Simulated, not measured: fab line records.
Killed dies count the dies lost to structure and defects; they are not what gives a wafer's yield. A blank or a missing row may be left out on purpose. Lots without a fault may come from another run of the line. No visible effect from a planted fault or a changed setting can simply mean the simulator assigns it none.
The same fault as seen by 2 desks -- flow gf180mcu -- only its own numbers are on each desk; what lay behind them is given at the end

## AT THE TOOL OWNER'S DESK: pvd-sputter-03
The tool's own readings at GF_M3_SPUTTER_03 (material Ti, target thk 10 nm, time 6.7 s): means of the sampled wafers that have a number, for each lot that ran on this tool. A lot is out of limits, marked OUT, if its mean lies more than 4 standard deviations from the usual mean; the brackets give that distance.
Columns: A = chamber-pressure-pa at GF_M3_SPUTTER_03, usual 0.3000 Pa; B = throttle-valve-pct at GF_M3_SPUTTER_03, usual 30.3 %
lot,first seen here,A,B
L496,day 21 15:11,0.3001,30.6
L498,day 22 06:35,0.3001,30.3
L504,day 24 11:26,0.3724 (+99 or more) OUT,27.4
L505,day 24 17:02,0.3725 (+99 or more) OUT,27.6
L515,day 27 22:17,0.2996,30.7
L514,day 27 23:39,0.3003,30.2
This desk's finding: out of limits on L504, L505; first on L504, day 24 11:26 (chamber-pressure-pa at GF_M3_SPUTTER_03). Within limits: L496, L498, L515, L514.

## AT THE METROLOGY DESK
What the gauges read for every lot (on any tool): the sampled wafers with a number, averaged. A lot is out of limits, marked OUT, if its mean lies more than 4 standard deviations from the usual mean; the brackets give that distance.
Columns: A = V1_W_RS at GF_V1_RS_MEAS_24, usual 0.326 ohm/sq
lot,first seen here,A
L494,day 18 14:10,0.334
L495,day 18 20:41,0.328
L496,day 19 10:29,0.329
L497,day 20 01:59,0.323
L498,day 20 02:43,0.328
L499,day 20 09:18,0.326
L504,day 22 09:52,0.330
L505,day 22 15:44,0.324
L512,day 25 04:04,0.325
L513,day 25 14:46,0.325
L515,day 26 01:10,0.324
L514,day 26 02:13,0.335
L516,day 26 09:23,0.321
Finding of this desk: none of the 13 lots has anything out of limits.

## TAKEN TOGETHER
The tool owner's desk could have raised an alarm at day 24 11:26, on L504, L505.
The metrology desk saw nothing out of limits.
The metrology desk holds a record of L504, L505, inside its limits.
GF_M3_SPUTTER_03 was run on pvd-sputter-03 by each of the lots named.

## WHAT THE SIMULATOR HAD PUT IN
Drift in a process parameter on pvd-sputter-03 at GF_M3_SPUTTER_03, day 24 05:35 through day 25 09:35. The setting chamber-pressure-pa was moved by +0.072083, starting from 0.3. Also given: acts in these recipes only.
Struck lots among those shown: L504, L505.
Time in hours from fault onset to the first out-of-limits reading at each desk: the tool owner's desk, 6.
